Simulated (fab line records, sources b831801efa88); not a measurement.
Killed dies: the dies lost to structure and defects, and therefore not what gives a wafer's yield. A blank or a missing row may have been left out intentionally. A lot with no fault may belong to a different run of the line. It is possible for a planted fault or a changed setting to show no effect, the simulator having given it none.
Matching of chambers    flow gf180mcu    pecvd-04 running GF_MIM_CVD_05: 3 sister chambers
The step deposits Si3N4, target thk 42 nm, time 29.086 s. 16 wafers are shown with their chamber, then 7 later ones without.

== WAFERS PAIRED WITH THEIR CHAMBERS ==
wafer   chamber  heater-power-w (W)  temp-max-c (C)  run-length-s (s)
L321.1  2        653                 399.98          57.1
L321.3  0        511                 400.16          56.5
L321.5  2        633                 399.55          56.8
L323.3  1        597                 400.05          58.3
L323.4  0        546                 399.86          58.9
L323.5  1        628                 399.67          58.1
L326.1  1        624                 400.34          58.1
L326.4  2        533                 400.11          58.6
L335.1  2        565                 399.69          57.4
L335.2  1        652                 400.21          56.3
L335.6  0        592                 399.92          56.4
L336.1  1        687                 399.75          56.3
L336.3  2        620                 400.04          57.0
L336.6  2        630                 400.20          56.8
L338.2  0        557                 399.67          56.5
L338.4  2        661                 400.24          57.6

SIGNATURES (means of the wafers above)
reading         chamber 0  chamber 1  chamber 2  scatter within a chamber
heater-power-w  551.50     637.60     613.57     40.4
temp-max-c      399.9025   400.0040   399.9729   0.257
run-length-s    57.075     57.420     57.329     0.923
Rule: a wafer lies at a distance from a chamber equal to the root of the sum of squares, over the readings, of (its reading less the chamber's mean, divided by the reading's scatter). The wafer belongs to the nearest chamber; if the next one is less than 2 further off, it can't be placed. The scatter: take each reading less its chamber's mean, square it, sum over the shown wafers, divide by the number of wafers less the number of chambers, and take the root.

== WAFERS MISSING THEIR CHAMBER ==
wafer   heater-power-w (W)  temp-max-c (C)  run-length-s (s)
L338.6  570                 400.31          57.3
L341.2  578                 400.14          56.1
L341.3  642                 400.01          57.0
L341.6  609                 399.64          56.5
L342.1  580                 399.95          56.9
L342.5  596                 399.99          56.9
L342.6  686                 399.84          56.7

== WHICH CHAMBER EACH ONE RAN IN ==
wafer   from the rows above           in truth
L338.6  can't be placed: 0 or 2 or 1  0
L341.2  can't be placed: 0 or 2 or 1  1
L341.3  can't be placed: 1 or 2 or 0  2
L341.6  can't be placed: 2 or 0 or 1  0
L342.1  can't be placed: 0 or 2 or 1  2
L342.5  can't be placed: 2 or 0 or 1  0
L342.6  can't be placed: 1 or 2 or 0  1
Correctly placed: 0 of 7. Not placeable from these rows: 7 (in 7, the candidates include the true chamber). Number placed wrongly: 0.
